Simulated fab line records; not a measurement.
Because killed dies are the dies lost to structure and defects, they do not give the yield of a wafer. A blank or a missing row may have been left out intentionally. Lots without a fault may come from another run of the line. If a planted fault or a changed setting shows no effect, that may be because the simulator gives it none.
Check for tools in common | flow sky130 | 11 lots, 42 wafers sampled

## WHY IT WAS OPENED
Of 11 lots, 3 have the reading SD_N_RS flagged at SKY_SD_N_RS_MEAS_16. Wafers without a fault read 68.62 ohm/sq, standard deviation 0.11.
Rule: a lot gets a flag if all its wafers with a number sit over 4 standard deviations from that mean, or if no wafer of it has a number. All remaining lots are regarded as sound.

lot  | measured     | on            | SD_N_RS (ohm/sq), wafer by wafer    | flag
L529 | day 27 22:50 | film_metro-01 | 68.54 68.50 68.56                   |
L531 | day 28 20:20 | film_metro-02 | 68.67 68.57 68.63                   |
L533 | day 29 08:22 | film_metro-01 | 68.57 68.77 68.72                   |
L534 | day 29 13:05 | film_metro-01 | 69.77 69.77 69.74 69.69 69.78 69.83 | FLAGGED
L535 | day 30 04:49 | film_metro-03 | 69.93 69.81 69.72 69.87 69.68 69.71 | FLAGGED
L536 | day 30 10:14 | film_metro-03 | 69.47 69.65 69.71 69.70 69.64 69.59 | FLAGGED
L545 | day 33 14:45 | film_metro-03 | 68.61 68.70 68.67                   |
L546 | day 34 03:02 | film_metro-03 | 68.69 68.62 68.59                   |
L548 | day 34 10:43 | film_metro-01 | 68.69 68.78 68.68                   |
L551 | day 35 02:47 | film_metro-01 | 68.57 68.56 68.58                   |
L552 | day 35 17:14 | film_metro-03 | 68.56 68.76 68.69                   |
Average over the flagged lots: 69.73 ohm/sq; offset from the usual +1.11 ohm/sq, equal to +10 standard deviations.

## LOT BY LOT: THE TOOL USED
2 process steps preceding the reading are held in the record, out of 708 steps in the route. Each cell gives the tool, then ch followed by the chambers the sampled wafers passed through, then the start.
lot  | flag    | SKY_SD_N_IMPLANT_09             | SKY_SD_N_STRIP_11
L529 |         | implanter-04 ch 0, day 27 22:10 | plasma_asher-04 ch 1, day 27 22:26
L531 |         | implanter-03 ch 0, day 28 19:39 | plasma_asher-02 ch 0,1, day 28 19:57
L533 |         | implanter-04 ch 0, day 29 07:41 | plasma_asher-01 ch 0,1, day 29 07:59
L534 | FLAGGED | implanter-04 ch 0, day 29 12:20 | plasma_asher-01 ch 0, day 29 12:38
L535 | FLAGGED | implanter-04 ch 0, day 30 04:08 | plasma_asher-01 ch 0,1, day 30 04:26
L536 | FLAGGED | implanter-04 ch 0, day 30 09:33 | plasma_asher-02 ch 0,1, day 30 09:51
L545 |         | implanter-04 ch 0, day 33 14:04 | plasma_asher-04 ch 0,1, day 33 14:21
L546 |         | implanter-04 ch 0, day 34 02:22 | plasma_asher-01 ch 0,1, day 34 02:38
L548 |         | implanter-04 ch 0, day 34 10:03 | plasma_asher-02 ch 0,1, day 34 10:20
L551 |         | implanter-04 ch 0, day 35 02:07 | plasma_asher-02 ch 0,1, day 35 02:23
L552 |         | implanter-04 ch 0, day 35 16:32 | plasma_asher-01 ch 0,1, day 35 16:50
These steps, and what they do:
- SKY_SD_N_IMPLANT_09
- SKY_SD_N_STRIP_11: strips in O2/N2.
- SKY_SD_N_RS_MEAS_16: measures by four-point-probe.

## FLAGGED AGAINST TOTAL, ONE TOOL AT A TIME (gauges that did the reading follow at the end)
step                | tool            | lots run | flagged | share of the flagged lots | sound lots run after its first flagged lot
SKY_SD_N_IMPLANT_09 | implanter-03    | 1        | 0       | none                      | -
SKY_SD_N_IMPLANT_09 | implanter-04    | 10       | 3       | all                       | 5 (L545,L546,L548,L551,L552)
SKY_SD_N_STRIP_11   | plasma_asher-01 | 5        | 2       | some                      | 2 (L546,L552)
SKY_SD_N_STRIP_11   | plasma_asher-02 | 4        | 1       | some                      | 2 (L548,L551)
SKY_SD_N_STRIP_11   | plasma_asher-04 | 2        | 0       | none                      | -
SKY_SD_N_RS_MEAS_16 | film_metro-01   | 5        | 1       | some                      | 2 (L548,L551)
SKY_SD_N_RS_MEAS_16 | film_metro-02   | 1        | 0       | none                      | -
SKY_SD_N_RS_MEAS_16 | film_metro-03   | 5        | 2       | some                      | 3 (L545,L546,L552)

## WHAT IS ALLOWED BY THE TABLE
In the table, 1 row covers all flagged lots: implanter-04 at SKY_SD_N_IMPLANT_09.
- implanter-04 at SKY_SD_N_IMPLANT_09 ran 10 lots, 3 of them flagged. After the first flagged lot (L545, L546, L548, L551, L552), sound lots still ran on it; a lasting fault on the whole tool would not permit that. Its own readings (dose_ions_cm2) fall more than 4 standard deviations out on all wafers of the flagged lots.
Every row of the table either missed a flagged lot or ran a sound lot after the first.

## WHAT THE SIMULATOR PUT IN
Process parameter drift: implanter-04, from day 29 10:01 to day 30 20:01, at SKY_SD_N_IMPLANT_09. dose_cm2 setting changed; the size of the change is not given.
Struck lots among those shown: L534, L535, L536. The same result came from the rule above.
